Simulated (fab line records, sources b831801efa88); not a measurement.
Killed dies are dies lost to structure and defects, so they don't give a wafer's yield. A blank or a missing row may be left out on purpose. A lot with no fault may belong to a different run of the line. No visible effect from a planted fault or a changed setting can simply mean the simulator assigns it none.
Which tool is to blame? ; flow gf180mcu ; 7 lots (19 wafers sampled), 1 step of a 602-step route

WHAT EACH GAUGE READ, for each wafer
GF_CONTACT_THK_MEAS_26: measures by xrf.
lot;measured;on;CONTACT_W_THK (nm)
L299;day 16 08:47;film_metro-04;306 305 308
L303;day 18 03:56;film_metro-03;296 301 300
L305;day 18 20:55;film_metro-04;297 299 298
L311;day 20 22:08;film_metro-03;296
L313;day 21 15:29;film_metro-03;296 292 292
L315;day 22 04:17;film_metro-03;297 299 299
L320;day 24 03:20;film_metro-04;302 302 299

EACH LOT AND THE TOOL THAT RAN IT (in order: tool; ch and the chambers of the sampled wafers; start)
Before these readings, the record contains no process step.

THE ANSWER, worked out from the rows above alone
Rule: what is usual is taken from the lots themselves. The widest of any qualifying gaps counts: lots, ordered by their means at a reading, are off when they make up no more than a third of the lots, leave a main group of 4 or more, and stand apart from it by 3 or more times the standard deviation of that group's means. Not used: any main group whose means are identical at the precision the tables above print for the reading. A lot without any number at a reading at which 4 lots or more have one is off too. The other lots that the step has rows for count as sound.
No lot is off at any reading shown: from this, nothing can be told.

WHAT THE SIMULATOR HAD INSERTED
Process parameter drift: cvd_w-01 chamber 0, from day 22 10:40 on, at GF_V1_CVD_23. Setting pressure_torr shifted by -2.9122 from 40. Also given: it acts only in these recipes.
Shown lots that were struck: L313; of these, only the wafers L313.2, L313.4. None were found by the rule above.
